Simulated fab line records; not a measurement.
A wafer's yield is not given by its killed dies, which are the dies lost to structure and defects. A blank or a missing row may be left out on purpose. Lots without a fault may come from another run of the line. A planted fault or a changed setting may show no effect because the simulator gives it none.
A lot that was struck, set against a sound lot :: flow sky130 :: 15 steps out of a route of 708
Sound: wafers L509.1, L509.2, L509.6. Wafers L526.2, L526.5, L526.6 were the ones struck. The cause is given at the end.
Order at every step that has rows: each side's tool, ch and its chambers, its first start. Under that, the readings that differ: sound wafers :: struck wafers :: difference of the means :: sigmas: that difference in standard deviations of wafers without a fault.
alike: same words and numbers on both sides, and readings whose means sit less than 2 such deviations apart. not compared: any withheld reading, any reading some wafer has no value for, any bound like >300 that may hide the same value, and any number with overlapping values for which the record gives no deviation.
Wherever a step has rows on one side only, a row that says differs or no value, or a row with sigmas, the two part there. Numbers that have no deviation but don't overlap get no sigmas and don't part them. A reading missing from all wafers of one side parts the sides only when that side holds two or more wafers.

first, 2 steps without rows for these wafers: SKY_LOCAL_INTERCONNECT_CLEAN_17 (cleans in IPA, time 180 s); SKY_LOCAL_INTERCONNECT_CLEAN_18 (cleans in O3/DIW).
SKY_CONTACT_CVD_00: deposits Si3N4, target thk 75 nm.
  sound on pecvd-04 ch 0,1, day 30 18:07; struck on pecvd-03 ch 0,1, day 36 16:28
  alike: heater_power_w, susceptor_temp_C
SKY_CONTACT_THK_MEAS_01:
  sound on film_metro-04 at day 30 18:09; struck on film_metro-03 at day 36 16:31
  alike: CONTACT_CVD_00_THK
then, 1 step without rows for these wafers: SKY_CONTACT_HDPCVD_02 (deposits SiO2, target thk 565 nm, time 94.2 s).
SKY_CONTACT_THK_MEAS_03:
  sound on film_metro-03 at day 30 18:19; struck on film_metro-04 at day 36 16:39
  alike: CONTACT_HDPCVD_THK
SKY_CONTACT_CMP_04: polishes SiO2.
  sound on cmp-02 ch 0,1, day 30 18:23; struck on cmp-02 ch 0,1,2, day 36 16:51
  alike: motor_current_A, platen_rpm, time_to_endpoint_s
SKY_CONTACT_BOW_MEAS_05:
  sound on film_metro-03 at day 30 18:41; struck on film_metro-04 at day 36 17:01
  alike: CONTACT_BOW
then, 4 steps without rows for these wafers: SKY_CONTACT_DEHYDRATE_06 (time 60 s); SKY_CONTACT_HMDS_07 (prime time 60 s); SKY_CONTACT_COAT_08 (resist thk 60 nm); SKY_CONTACT_COAT_09 (resist thk 450 nm).
SKY_CONTACT_SOFTBAKE_10: time 90 s.
  sound on litho_track-03 ch 0, day 31 08:00; struck on litho_track-01 ch 0, day 37 06:00
reading: heater_power_total_W (W)
sound: 57.20 57.30 57.25
struck: 59.16 59.20 58.91
difference: +1.84
sigmas: +17

reading: run_length_s (s)
sound: 119.02 118.97 118.94
struck: 111.08 110.96 111.01
difference: -7.96
sigmas: -44
then, 1 step without rows for these wafers: SKY_CONTACT_EXPOSE_11 (exposes mask CTM1, target cd 170 nm).
-- the record jumps here: 13 days lie between the struck wafers' starts before and after (it left off in module CONTACT and takes up again in module PAD_OPEN, whose first step shown is number 708 of the route) --
SKY_PAD_OPEN_PROBE_99:
  sound on prober-01 at day 46 01:14; struck on prober-02 at day 50 05:55
  alike: killed_at_M0_to_M3, killed_at_M4_up, killed_at_contacts, killed_at_front_end, killed_at_other, killed_dies, killed_open, killed_short

== WHERE THEY PART ==
SKY_CONTACT_SOFTBAKE_10 only, going by this record. Later steps at which nothing parts them and some readings are alike: SKY_PAD_OPEN_PROBE_99.

WHY: what the simulator had put in
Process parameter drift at SKY_CONTACT_SOFTBAKE_10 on litho_track-01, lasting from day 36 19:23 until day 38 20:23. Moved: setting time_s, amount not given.
